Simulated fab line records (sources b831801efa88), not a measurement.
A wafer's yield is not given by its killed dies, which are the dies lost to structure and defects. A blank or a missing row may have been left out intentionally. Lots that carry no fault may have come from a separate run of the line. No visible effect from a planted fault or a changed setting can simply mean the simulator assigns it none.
Check of tool commonality ; flow gf180mcu ; Sample size 14 lots and 42 wafers

## REASON IT WAS OPENED
At GF_M3_THK_MEAS_06 the reading M3_ALCU_THK is flagged on 2 of 14 lots. Wafers without a fault read 449 nm, standard deviation 4.6.
Rule: a lot is flagged when every wafer of it that has a number lies more than 4 standard deviations from that mean, or none has a number. All remaining lots are regarded as sound.

lot;measured;on;M3_ALCU_THK (nm), wafer by wafer;flag
L193;day 20 05:00;film_metro-01;445 449 445;
L194;day 20 16:40;film_metro-02;444 450 444;
L197;day 22 02:02;film_metro-01;446 450 453;
L200;day 22 23:19;film_metro-02;451 454 455;
L201;day 23 10:31;film_metro-01;439 445 445;
L202;day 23 16:13;film_metro-02;444 447 445;
L203;day 24 06:32;film_metro-02;452 453 453;
L205;day 24 17:58;film_metro-03;456 453 449;
L206;day 25 00:50;film_metro-02;457 450 459;
L210;day 26 08:52;film_metro-03;511 508 507;FLAGGED
L211;day 26 16:52;film_metro-03;504 504 501;FLAGGED
L214;day 27 10:18;film_metro-03;455 453 457;
L215;day 27 16:25;film_metro-02;442 446 444;
L216;day 28 00:13;film_metro-03;453 448 451;
The numbers of the flagged lots are 506 nm on average: +57 nm against the usual, or +12 standard deviations.

## WHICH TOOL EACH LOT WENT THROUGH
Before the reading, the record contains 3 process steps out of a 602-step route. In each cell: the tool, then ch and the chambers that the sampled wafers went through, then the start.
lot;flag;GF_V2_SPUTTER_21;GF_M3_SPUTTER_00;GF_M3_SPUTTER_04
L193;;pvd_sputter-02, day 20 03:56;pvd_sputter-01, day 20 04:38;pvd_sputter-01, day 20 04:49
L194;;pvd_sputter-04, day 20 15:37;pvd_sputter-01, day 20 16:18;pvd_sputter-01, day 20 16:29
L197;;pvd_sputter-04, day 22 00:59;pvd_sputter-03, day 22 01:40;pvd_sputter-03, day 22 01:52
L200;;pvd_sputter-02, day 22 22:17;pvd_sputter-02, day 22 22:59;pvd_sputter-02, day 22 23:10
L201;;pvd_sputter-04, day 23 09:27;pvd_sputter-03, day 23 10:09;pvd_sputter-03, day 23 10:20
L202;;pvd_sputter-03, day 23 15:09;pvd_sputter-01, day 23 15:51;pvd_sputter-01, day 23 16:02
L203;;pvd_sputter-04, day 24 05:29;pvd_sputter-02, day 24 06:11;pvd_sputter-02, day 24 06:22
L205;;pvd_sputter-04, day 24 16:56;pvd_sputter-01, day 24 17:38;pvd_sputter-01, day 24 17:49
L206;;pvd_sputter-02, day 24 23:47;pvd_sputter-01, day 25 00:28;pvd_sputter-01, day 25 00:39
L210;FLAGGED;pvd_sputter-03, day 26 07:50;pvd_sputter-01, day 26 08:31;pvd_sputter-01, day 26 08:42
L211;FLAGGED;pvd_sputter-02, day 26 15:50;pvd_sputter-03, day 26 16:31;pvd_sputter-03, day 26 16:42
L214;;pvd_sputter-02, day 27 09:16;pvd_sputter-03, day 27 09:57;pvd_sputter-03, day 27 10:08
L215;;pvd_sputter-04, day 27 15:20;pvd_sputter-02, day 27 16:04;pvd_sputter-02, day 27 16:15
L216;;pvd_sputter-02, day 27 23:10;pvd_sputter-02, day 27 23:51;pvd_sputter-02, day 28 00:02
What these steps do:
- GF_V2_SPUTTER_21: material Ti, target thk 15 nm, time 80.02 s.
- GF_M3_SPUTTER_00: material Ti, target thk 37.5 nm, time 150 s.
- GF_M3_SPUTTER_04: material TiN, target thk 50 nm, time 41.7 s.
- GF_M3_THK_MEAS_06: measures by xrf.

## FLAGGED AGAINST TOTAL, ONE TOOL AT A TIME (gauges that did the reading follow at the end)
step;tool;lots run;flagged;share of the flagged lots;sound lots run after its first flagged lot
GF_V2_SPUTTER_21;pvd_sputter-02;6;1;some;2 (L214,L216)
GF_V2_SPUTTER_21;pvd_sputter-03;2;1;some;0
GF_V2_SPUTTER_21;pvd_sputter-04;6;0;none;-
GF_M3_SPUTTER_00;pvd_sputter-01;6;1;some;0
GF_M3_SPUTTER_00;pvd_sputter-02;4;0;none;-
GF_M3_SPUTTER_00;pvd_sputter-03;4;1;some;1 (L214)
GF_M3_SPUTTER_04;pvd_sputter-01;6;1;some;0
GF_M3_SPUTTER_04;pvd_sputter-02;4;0;none;-
GF_M3_SPUTTER_04;pvd_sputter-03;4;1;some;1 (L214)
GF_M3_THK_MEAS_06;film_metro-01;3;0;none;-
GF_M3_THK_MEAS_06;film_metro-02;6;0;none;-
GF_M3_THK_MEAS_06;film_metro-03;5;2;all;2 (L214,L216)

## WHAT THE TABLE PERMITS
Rows of the table that ran each flagged lot: 1, that is film_metro-03 at GF_M3_THK_MEAS_06.
- film_metro-03 at GF_M3_THK_MEAS_06: 2 of its 5 lots flagged. Sound lots followed the first flagged one (L214, L216) on it, something a lasting fault affecting the whole tool could not allow.
Every row of the table either missed a flagged lot or ran a sound lot after the first.

## WHAT THE SIMULATOR PUT IN
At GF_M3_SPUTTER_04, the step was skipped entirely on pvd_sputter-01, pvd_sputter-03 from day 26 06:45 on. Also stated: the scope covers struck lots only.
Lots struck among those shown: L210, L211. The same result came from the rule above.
